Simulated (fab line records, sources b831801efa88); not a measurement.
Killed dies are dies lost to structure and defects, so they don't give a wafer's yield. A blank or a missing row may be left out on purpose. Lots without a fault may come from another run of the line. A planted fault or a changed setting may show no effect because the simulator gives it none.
Tool commonality check | flow gf180mcu | 14 lots, 42 wafers sampled

WHY IT WAS OPENED
At GF_HV_LDD_TW_MEAS_50 the reading HV_LDD_4_TW is flagged on 3 of 14 lots. Wafers without a fault read 571, standard deviation 3.5.
Rule: a lot is flagged when every wafer of it that has a number lies more than 4 standard deviations from that mean, or none has a number. The other lots count as sound.

lot  | measured     | on            | HV_LDD_4_TW, wafer by wafer | flag
L779 | day 12 07:02 | film_metro-01 | 568 567 564                 |
L781 | day 12 21:34 | film_metro-04 | 573 574 570                 |
L782 | day 13 06:46 | film_metro-01 | 568 570 569                 |
L783 | day 13 18:34 | film_metro-03 | 573 578 575                 |
L784 | day 14 04:50 | film_metro-01 | 572 573 569                 |
L785 | day 14 15:25 | film_metro-03 | 573 573 577                 |
L786 | day 14 20:32 | film_metro-03 | 576 574 573                 |
L787 | day 15 01:13 | film_metro-03 | 574 576 570                 |
L788 | day 15 12:43 | film_metro-03 | 572 573 571                 |
L789 | day 15 19:39 | film_metro-03 | 712 714 716                 | FLAGGED
L794 | day 17 09:38 | film_metro-03 | 719 717 720                 | FLAGGED
L799 | day 19 02:05 | film_metro-04 | 712 713 708                 | FLAGGED
L800 | day 19 08:37 | film_metro-01 | 566 567 568                 |
L801 | day 19 14:43 | film_metro-01 | 563 565 562                 |
The numbers of the flagged lots are 715 on average: +144 against the usual, or +41 standard deviations.

WHICH TOOL RAN EACH LOT
The record holds 2 process steps before the reading, out of a route of 602 steps. In each cell: the tool, then ch and the chambers that the sampled wafers went through, then the start.
lot  | flag    | GF_HV_LDD_IMPLANT_48            | GF_HV_LDD_STRIP_49
L779 |         | implanter-02 ch 0, day 12 06:49 | plasma_asher-01 ch 0,1, day 12 06:56
L781 |         | implanter-03 ch 0, day 12 21:19 | plasma_asher-03 ch 0,1, day 12 21:28
L782 |         | implanter-02 ch 0, day 13 06:31 | plasma_asher-03 ch 0,1, day 13 06:40
L783 |         | implanter-02 ch 0, day 13 18:19 | plasma_asher-02 ch 0,1, day 13 18:28
L784 |         | implanter-02 ch 0, day 14 04:37 | plasma_asher-01 ch 0,1, day 14 04:45
L785 |         | implanter-03 ch 0, day 14 15:10 | plasma_asher-01 ch 0,1, day 14 15:19
L786 |         | implanter-02 ch 0, day 14 20:19 | plasma_asher-02 ch 0,1, day 14 20:27
L787 |         | implanter-02 ch 0, day 15 00:58 | plasma_asher-03 ch 0,1, day 15 01:07
L788 |         | implanter-03 ch 0, day 15 12:29 | plasma_asher-02 ch 0,1, day 15 12:37
L789 | FLAGGED | implanter-03 ch 0, day 15 18:56 | plasma_asher-01 ch 0,1, day 15 19:32
L794 | FLAGGED | implanter-02 ch 0, day 17 09:04 | plasma_asher-03 ch 0,1, day 17 09:31
L799 | FLAGGED | implanter-03 ch 0, day 19 01:22 | plasma_asher-03 ch 0,1, day 19 01:56
L800 |         | implanter-02 ch 0, day 19 08:22 | plasma_asher-01 ch 0,1, day 19 08:31
L801 |         | implanter-03 ch 0, day 19 14:29 | plasma_asher-03 ch 0,1, day 19 14:37
What these steps do:
- GF_HV_LDD_IMPLANT_48
- GF_HV_LDD_STRIP_49: strips in O2/N2.
- GF_HV_LDD_TW_MEAS_50

FLAGGED OVER TOTAL, TOOL BY TOOL (the gauges that took the reading come last)
step                 | tool            | lots run | flagged | share of the flagged lots | sound lots run after its first flagged lot
GF_HV_LDD_IMPLANT_48 | implanter-02    | 8        | 1       | some                      | 1 (L800)
GF_HV_LDD_IMPLANT_48 | implanter-03    | 6        | 2       | some                      | 1 (L801)
GF_HV_LDD_STRIP_49   | plasma_asher-01 | 5        | 1       | some                      | 1 (L800)
GF_HV_LDD_STRIP_49   | plasma_asher-02 | 3        | 0       | none                      | -
GF_HV_LDD_STRIP_49   | plasma_asher-03 | 6        | 2       | some                      | 1 (L801)
GF_HV_LDD_TW_MEAS_50 | film_metro-01   | 5        | 0       | none                      | -
GF_HV_LDD_TW_MEAS_50 | film_metro-03   | 7        | 2       | some                      | 0
GF_HV_LDD_TW_MEAS_50 | film_metro-04   | 2        | 1       | some                      | 0

WHAT THE TABLE ALLOWS
No row of the table ran every flagged lot.

WHAT THE SIMULATOR HAD PUT IN
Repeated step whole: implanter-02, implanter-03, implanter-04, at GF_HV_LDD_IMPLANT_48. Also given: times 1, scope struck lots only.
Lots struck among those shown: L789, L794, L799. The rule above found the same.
